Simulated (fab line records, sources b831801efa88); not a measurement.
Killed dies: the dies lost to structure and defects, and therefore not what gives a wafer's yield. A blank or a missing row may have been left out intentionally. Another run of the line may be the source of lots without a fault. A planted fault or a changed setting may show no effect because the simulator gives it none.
Which tool was responsible?	flow sky130	Sampling: 13 lots, 39 wafers, 4 of 708 route steps

== WHAT THE GAUGES SHOWED, per wafer ==
SKY_METAL2_RS_MEAS_05: a four-point-probe measurement. Usual: METAL2_ALCU_RS typically reads 0.1266 ohm/sq, with standard deviation 0.0015.
lot	measured	on	METAL2_ALCU_RS (ohm/sq)	flag
L160	day 33 19:08	film metro-04	0.1244 0.1266 0.1281	
L161	day 34 08:40	film metro-02	0.1240 0.1250 0.1246	
L164	day 35 08:39	film metro-02	0.1277 0.1294 0.1285	
L165	day 36 09:46	film metro-03	0.1250 0.1247 0.1246	
L167	day 36 14:40	film metro-03	0.1292 0.1276 0.1285	
L168	day 36 20:07	film metro-04	0.1281 0.1292 0.1271	
L169	day 37 04:21	film metro-04	0.1271 0.1261 0.1261	
L171	day 37 15:24	film metro-02	0.1261 0.1256 0.1251	
L172	day 37 22:49	film metro-02	0.1260 0.1261 0.1264	
L173	day 38 04:07	film metro-03	0.1257 0.1273 0.1262	
L181	day 40 17:28	film metro-02	0.1278 0.1271 0.1272	
L182	day 40 19:05	film metro-03	0.1300 0.1278 0.1271	
L183	day 41 00:04	film metro-02	0.1264 0.1275 0.1269	

SKY_VIA2_CD_MEAS_12 targets a cd of 200 nm. Usual: cd nm reads 199.5 nm (standard deviation 1.3).
lot	measured	on	cd nm (nm)	flag
L160	day 36 01:10	cd sem-01	198.6 198.8 198.8	
L161	day 36 15:23	cd sem-02	200.2 199.9 199.8	
L164	day 37 15:05	cd sem-02	198.9 197.5 198.4	
L165	day 38 15:10	cd sem-02	199.9 202.1 200.1	
L167	day 38 20:11	cd sem-01	200.1 200.8 199.8	
L168	day 39 00:31	cd sem-02	199.4 199.4 198.0	
L169	day 39 08:18	cd sem-02	199.2 198.9 199.7	
L171	day 39 19:25	cd sem-02	201.3 201.8 199.9	
L172	day 40 04:37	cd sem-02	199.9 199.9 199.6	
L173	day 40 07:53	cd sem-01	199.1 198.8 198.7	
L181	day 42 19:19	cd sem-02	199.3 199.1 199.8	
L182	day 42 20:07	cd sem-02	201.4 200.2 201.3	
L183	day 43 00:53	cd sem-01	199.4 198.1 199.2	

== TOOL THAT RAN EACH LOT (tool first, then ch and the chambers of the sampled wafers, then the start) ==
lot	SKY_VIA2_CMP_02	SKY_VIA2_DEVELOP_11
L160	cmp-02 ch 0,1,3, day 34 22:47	litho track-01 ch 0, day 36 00:00
L161	cmp-01 ch 0,2,3, day 35 12:36	litho track-01 ch 0, day 36 15:00
L164	cmp-01 ch 0,1, day 36 12:50	litho track-04 ch 0, day 37 14:00
L165	cmp-02 ch 1,2,3, day 37 12:46	litho track-02 ch 0, day 38 15:00
L167	cmp-01 ch 0,1,2, day 37 17:22	litho track-01 ch 0, day 38 20:00
L168	cmp-02 ch 0,2, day 37 22:40	litho track-01 ch 0, day 39 00:00
L169	cmp-01 ch 0,3, day 38 06:59	litho track-02 ch 0, day 39 08:00
L171	cmp-01 ch 0,1,2, day 38 18:25	litho track-01 ch 0, day 39 19:00
L172	cmp-01 ch 0,2,3, day 39 04:44	litho track-04 ch 0, day 40 04:00
L173	cmp-01 ch 1,2,3, day 39 06:41	litho track-01 ch 0, day 40 07:00
L181	cmp-02 ch 0,2,3, day 41 19:06	litho track-04 ch 0, day 42 19:00
L182	cmp-01 ch 0,2,3, day 41 20:20	litho track-02 ch 0, day 42 19:00
L183	cmp-02 ch 0,1,3, day 42 01:19	litho track-04 ch 0, day 43 00:00
- SKY_VIA2_CMP_02: polishes SiO2.
- SKY_VIA2_DEVELOP_11: develop time 57.96 s.

== AS READ BY THE TOOLS THEMSELVES (means over the sampled wafers that have a number; for cases with no such wafer, the mark the record gives instead) ==
SKY_VIA2_CMP_02. Usual: head pressure psi 4.001 psi, standard deviation 0.0078; motor current A 11.5 A, standard deviation 1.3.
lot	tool	head pressure psi (psi)	motor current A (A)	flag
L160	cmp-02	3.998	11.2	
L161	cmp-01	4.001	11.6	
L164	cmp-01	4.005	13.2	
L165	cmp-02	4.005	11.1	
L167	cmp-01	4.008	11.7	
L168	cmp-02	3.997	10.9	
L169	cmp-01	3.999	12.8	
L171	cmp-01	4.006	12.1	
L172	cmp-01	3.994	11.5	
L173	cmp-01	4.005	12.6	
L181	cmp-02	4.005	10.9	
L182	cmp-01	4.003	11.5	
L183	cmp-02	4.006	11.6	

SKY_VIA2_DEVELOP_11. Usual: developer temp C reads 21.03 C (standard deviation 0.11).
lot	tool	developer temp C (C)	flag
L160	litho track-01	21.14	
L161	litho track-01	20.94	
L164	litho track-04	20.98	
L165	litho track-02	20.92	
L167	litho track-01	21.02	
L168	litho track-01	21.13	
L169	litho track-02	20.97	
L171	litho track-01	21.77	OFF
L172	litho track-04	20.96	
L173	litho track-01	21.60	OFF
L181	litho track-04	21.08	
L182	litho track-02	21.17	
L183	litho track-04	21.05	

== THE ANSWER, worked out from the rows above alone ==
Rule: take the mean of a lot's wafers that have a number; if it is more than 3 standard deviations from the usual mean, the lot is off. A lot without any number at a reading at which 4 lots or more have one is off too. Any other lot the step has rows for is counted as sound. Order of review: gauges by route order, followed by the tools' own readings, for which a lot's mean as printed above is used. The first step at which some lot is off is used, and at that step the reading that is off furthest; a lot without a number counts as furthest.
Off: L171, L173 (SKY_VIA2_DEVELOP_11, developer temp C).
A tool fits if, at that step or a process step before it, it ran every lot that is off, and no sound lot after the first of them. One fits: SKY_VIA2_DEVELOP_11 on litho track-01. Its last sound lot is L168 (day 39 00:00), its first lot that is off L171 (day 39 19:00): a fault that began between those two fits.
The tool's own readings at SKY_VIA2_DEVELOP_11 bear it out: on the lots that are off they differ by more than 5 times the standard deviation of the sound lots' means. developer temp C reads 21.69 C there against 21.03 C on the sound lots.

== WHAT WAS PUT IN BY THE SIMULATOR ==
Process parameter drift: litho track-01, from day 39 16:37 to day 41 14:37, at SKY_VIA2_DEVELOP_11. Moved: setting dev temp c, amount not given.
Lots struck among those shown: L171, L173. The rule given above showed the same thing.
